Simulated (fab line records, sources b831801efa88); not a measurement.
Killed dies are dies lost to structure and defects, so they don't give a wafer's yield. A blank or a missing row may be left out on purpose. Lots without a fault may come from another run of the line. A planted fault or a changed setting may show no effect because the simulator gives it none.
Chamber matching | flow gf180mcu | GF_CONTACT_CVD_02 on pecvd-01: 3 sister chambers
The step deposits SiO2 from TEOS, target thk 860 nm, time 95.992 s. 5 wafers are shown with their chamber, then 7 later ones without.

WAFERS WITH THEIR CHAMBER
wafer  | chamber | rf_fwd_power_W (W) | heater_power_w (W)
L305.2 | 2       | 595.5              | 619
L318.4 | 1       | 596.9              | 640
L318.6 | 0       | 593.8              | 650
L321.3 | 0       | 597.0              | 622
L321.5 | 1       | 597.1              | 639

WAFERS WITHOUT THEIR CHAMBER
wafer  | rf_fwd_power_W (W) | heater_power_w (W)
L321.6 | 596.6              | 571
L324.1 | 599.2              | 658
L324.3 | 595.6              | 724
L324.5 | 595.1              | 584
L323.1 | 597.1              | 517
L323.3 | 597.7              | 577
L323.5 | 596.3              | 750

WHICH CHAMBER EACH WENT THROUGH
wafer  | from the rows above          | in truth
L321.6 | can't be placed: 2 or 0 or 1 | 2
L324.1 | can't be placed: 1 or 0 or 2 | 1
L324.3 | can't be placed: 1 or 0 or 2 | 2
L324.5 | can't be placed: 2 or 0 or 1 | 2
L323.1 | can't be placed: 2 or 0 or 1 | 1
L323.3 | can't be placed: 2 or 0 or 1 | 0
L323.5 | can't be placed: 1 or 0 or 2 | 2
Placed correctly: 0 of 7. Can't be placed from these rows: 7 (the true chamber is among the candidates in 7). Placed wrongly: 0.
How it was worked out, from the rows above alone: a wafer's distance from a chamber is the root of the sum, over the readings, of the square of ((its reading less the chamber's mean) divided by the reading's scatter). The wafer belongs to the nearest chamber; if the next one is less than 2 further off, it can't be placed. A chamber's mean is the mean of its shown wafers. The scatter: the root of (the sum of the squares of (reading less its chamber's mean) over the shown wafers, divided by (wafers less chambers)).
